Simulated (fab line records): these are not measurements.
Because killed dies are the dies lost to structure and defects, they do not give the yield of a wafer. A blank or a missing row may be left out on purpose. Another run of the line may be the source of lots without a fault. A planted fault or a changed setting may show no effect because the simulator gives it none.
Which of the tools did it?    flow gf180mcu    14 lots with 40 wafers sampled at 4 steps, on a route of 602 steps

## WHAT THE GAUGES SHOWED, per wafer
GF_SAB_THK_MEAS_01.
lot   measured      on            SAB_CVD_00_THK (nm)
L492  day 14 04:35  filmMetro-02  49.6 50.0 51.0
L495  day 15 07:20  filmMetro-02  50.1 49.9 50.5
L497  day 16 02:45  filmMetro-04  50.9 49.4 50.7
L498  day 16 12:26  filmMetro-03  49.4 49.7 50.3
L499  day 16 21:27  filmMetro-03  49.1 51.1 50.2
L502  day 17 22:04  filmMetro-02  49.4 84.7
L503  day 18 02:51  filmMetro-03  49.9 83.9 84.8
L505  day 18 23:47  filmMetro-02  49.2 49.3 50.1
L506  day 19 07:37  filmMetro-04  84.6 50.5
L508  day 20 01:38  filmMetro-02  50.0 49.8 49.6
L510  day 20 15:41  filmMetro-02  48.9 49.2 49.9
L511  day 20 22:27  filmMetro-04  49.3 50.1 50.5
L513  day 21 16:14  filmMetro-02  49.0 49.4 49.8
L514  day 21 22:19  filmMetro-03  49.6 50.5 50.0

GF_M1_OVL_MEAS_15.
lot   measured      on          M1_OVL (nm)
L492  day 17 00:58  overlay-01  -2 3 -6
L495  day 18 07:26  overlay-02  -1 -2 -4
L497  day 19 02:34  overlay-02  1 4 2
L498  day 19 13:56  overlay-01  -8 -8 -8
L499  day 20 00:36  overlay-02  -2 -4 -4
L502  day 21 02:29  overlay-01  2 1
L503  day 21 05:24  overlay-01  -2 -4 -10
L505  day 22 02:55  overlay-01  -2 5 0
L506  day 22 10:40  overlay-01  -6 -5
L508  day 23 03:48  overlay-02  -2 2 2
L510  day 23 16:35  overlay-01  -2 1 4
L511  day 23 23:27  overlay-01  -5 2 7
L513  day 24 14:58  overlay-01  1 1 0
L514  day 24 21:01  overlay-01  7 5 1

## WHAT TOOL EACH LOT RAN ON (gives the tool, then ch and the chambers of the sampled wafers, and finally the start)
lot   GF_SAB_CVD_00                    GF_M1_SPUTTER_04
L492  pecvd-02 ch 0,2, day 14 04:34    pvdSputter-04, day 16 02:42
L495  pecvd-02 ch 0,1,2, day 15 07:19  pvdSputter-04, day 17 07:20
L497  pecvd-02 ch 0,1,2, day 16 02:43  pvdSputter-01, day 18 02:55
L498  pecvd-02 ch 0,1, day 16 12:26    pvdSputter-03, day 18 13:35
L499  pecvd-02 ch 1,2, day 16 21:25    pvdSputter-04, day 18 23:40
L502  pecvd-02 ch 1,2, day 17 22:02    pvdSputter-03, day 20 01:48
L503  pecvd-02 ch 0,1,2, day 18 02:50  pvdSputter-01, day 20 05:35
L505  pecvd-04 ch 0,1,2, day 18 23:45  pvdSputter-04, day 21 02:52
L506  pecvd-02 ch 0, day 19 07:35      pvdSputter-01, day 21 11:05
L508  pecvd-03 ch 0,1,2, day 20 01:37  pvdSputter-01, day 22 04:29
L510  pecvd-04 ch 0,2, day 20 15:40    pvdSputter-04, day 22 17:45
L511  pecvd-03 ch 0,1, day 20 22:26    pvdSputter-03, day 23 00:24
L513  pecvd-04 ch 0,2, day 21 16:13    pvdSputter-01, day 23 16:46
L514  pecvd-04 ch 0,1,2, day 21 22:17  pvdSputter-01, day 23 23:02
- GF_SAB_CVD_00: deposits SiO2 from TEOS, target thk 50 nm, time 4.9302 s.
- GF_M1_SPUTTER_04: material TiN, target thk 50 nm, time 41.7 s.

## AS READ BY THE TOOLS THEMSELVES (means over the sampled wafers that have a number; for cases with no such wafer, the mark the record gives instead)
GF_SAB_CVD_00.
lot   tool      heaterPowerW (W)  rfFwdPowerW (W)
L492  pecvd-02  572               590.6
L495  pecvd-02  615               587.0
L497  pecvd-02  543               587.0
L498  pecvd-02  602               587.6
L499  pecvd-02  557               588.1
L502  pecvd-02  624               586.3
L503  pecvd-02  626               589.2
L505  pecvd-04  730               585.5
L506  pecvd-02  650               590.5
L508  pecvd-03  687               590.4
L510  pecvd-04  695               585.2
L511  pecvd-03  608               592.1
L513  pecvd-04  654               585.8
L514  pecvd-04  683               585.1

GF_M1_SPUTTER_04.
lot   tool           cathodeDcPowerW (W)  throttleValvePct (%)
L492  pvdSputter-04  6501.1               29.5
L495  pvdSputter-04  6500.8               29.6
L497  pvdSputter-01  6499.4               29.9
L498  pvdSputter-03  6498.6               30.5
L499  pvdSputter-04  6500.5               28.7
L502  pvdSputter-03  6499.4               30.4
L503  pvdSputter-01  6500.5               31.3
L505  pvdSputter-04  6498.4               28.8
L506  pvdSputter-01  6499.7               30.6
L508  pvdSputter-01  6500.8               29.9
L510  pvdSputter-04  6501.1               29.8
L511  pvdSputter-03  6500.8               30.5
L513  pvdSputter-01  6500.8               29.1
L514  pvdSputter-01  6500.5               29.6

## THE ANSWER, worked out from the rows above alone
Rule: usual is defined by the lots themselves. Put in order of their means at a reading, lots are off if they are a third of the lots or fewer, leave a main group of 4 or more, and stand apart from it by a gap of 3 or more times the standard deviation of the main group's means; of several such gaps the widest counts. The tables above print the reading to a certain number of digits; a main group whose means all agree to those digits is not used. A lot without any number at a reading at which 4 lots or more have one is off too. All remaining lots with rows at the step are treated as sound. After the gauges, taken in route order, come the tools' own readings; for these a lot's mean is taken, as printed above. At the first step where some lot is off, the reading lying furthest off is the one used; lots without a number count as furthest.
Off: at GF_SAB_THK_MEAS_01 (SAB_CVD_00_THK), L502, L503, L506. Main group: mean 49.9 nm, sd 0.32.
A tool fits if, at a process step before that reading, it ran every lot that is off, and no sound lot after the first of them. Gauges at GF_SAB_THK_MEAS_01: tried the same way as those tools. One fits: pecvd-02 at GF_SAB_CVD_00. A fault onset in the window from L499 (day 16 21:25, its last sound lot) to L502 (day 17 22:02, its first lot off) fits.

## WHAT THE SIMULATOR PUT IN
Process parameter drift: pecvd-02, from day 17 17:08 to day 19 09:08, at GF_SAB_CVD_00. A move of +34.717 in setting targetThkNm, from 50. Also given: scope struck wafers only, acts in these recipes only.
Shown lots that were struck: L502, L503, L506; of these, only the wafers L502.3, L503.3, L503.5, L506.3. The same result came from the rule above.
